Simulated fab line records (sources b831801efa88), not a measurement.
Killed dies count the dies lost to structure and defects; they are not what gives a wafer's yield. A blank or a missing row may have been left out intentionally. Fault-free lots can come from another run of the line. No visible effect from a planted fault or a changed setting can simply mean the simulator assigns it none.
Chamber matching || flow sky130 || SKY_METAL3_ETCH_17 on rie_diel-03: 4 sister chambers
The step etches SiO2 in C4F8/O2/Ar, stops on TiN, time 3.9 s, target depth 15 nm. 8 wafers are shown with their chamber, then 9 later ones without.

== EACH WAFER AND ITS CHAMBER ==
{"wafer": "L077.3", "chamber": 1, "oes_product_au (a.u.)": 0.759}
{"wafer": "L078.5", "chamber": 0, "oes_product_au (a.u.)": 0.769}
{"wafer": "L078.6", "chamber": 3, "oes_product_au (a.u.)": 0.766}
{"wafer": "L086.4", "chamber": 0, "oes_product_au (a.u.)": 0.751}
{"wafer": "L086.6", "chamber": 2, "oes_product_au (a.u.)": 0.756}
{"wafer": "L089.2", "chamber": 2, "oes_product_au (a.u.)": 0.744}
{"wafer": "L089.4", "chamber": 1, "oes_product_au (a.u.)": 0.748}
{"wafer": "L089.5", "chamber": 3, "oes_product_au (a.u.)": 0.761}

== WAFERS MISSING THEIR CHAMBER ==
{"wafer": "L093.3", "oes_product_au (a.u.)": 0.755}
{"wafer": "L093.4", "oes_product_au (a.u.)": 0.747}
{"wafer": "L093.6", "oes_product_au (a.u.)": 0.758}
{"wafer": "L094.1", "oes_product_au (a.u.)": 0.753}
{"wafer": "L094.5", "oes_product_au (a.u.)": 0.744}
{"wafer": "L094.6", "oes_product_au (a.u.)": 0.748}
{"wafer": "L095.1", "oes_product_au (a.u.)": 0.751}
{"wafer": "L095.2", "oes_product_au (a.u.)": 0.745}
{"wafer": "L095.4", "oes_product_au (a.u.)": 0.754}

== EACH ONE'S CHAMBER ==
{"wafer": "L093.3", "from the rows above": "can't be placed: 1 or 0 or 2 or 3", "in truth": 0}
{"wafer": "L093.4", "from the rows above": "can't be placed: 2 or 1 or 0 or 3", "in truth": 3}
{"wafer": "L093.6", "from the rows above": "can't be placed: 0 or 1 or 3 or 2", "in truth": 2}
{"wafer": "L094.1", "from the rows above": "can't be placed: 1 or 2 or 0 or 3", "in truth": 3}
{"wafer": "L094.5", "from the rows above": "can't be placed: 2 or 1 or 0 or 3", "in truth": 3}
{"wafer": "L094.6", "from the rows above": "can't be placed: 2 or 1 or 0 or 3", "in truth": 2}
{"wafer": "L095.1", "from the rows above": "can't be placed: 2 or 1 or 0 or 3", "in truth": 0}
{"wafer": "L095.2", "from the rows above": "can't be placed: 2 or 1 or 0 or 3", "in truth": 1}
{"wafer": "L095.4", "from the rows above": "can't be placed: 1 or 2 or 0 or 3", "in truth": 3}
0 of 9 placed correctly. Can't be placed from these rows: 9 (the true chamber is among the candidates in 9). Wrongly placed: 0.
How it was worked out, from the rows above alone: a wafer's distance from a chamber is the root of the sum, over the readings, of the square of ((its reading less the chamber's mean) divided by the reading's scatter). If the next closest chamber is less than 2 further off than the closest, the wafer can't be placed; otherwise it belongs to the closest. The mean given for a chamber averages the wafers shown for that chamber. The scatter is the square root of a quotient: the sum, over the shown wafers, of each reading's squared deviation from its chamber's mean, divided by wafers minus chambers.
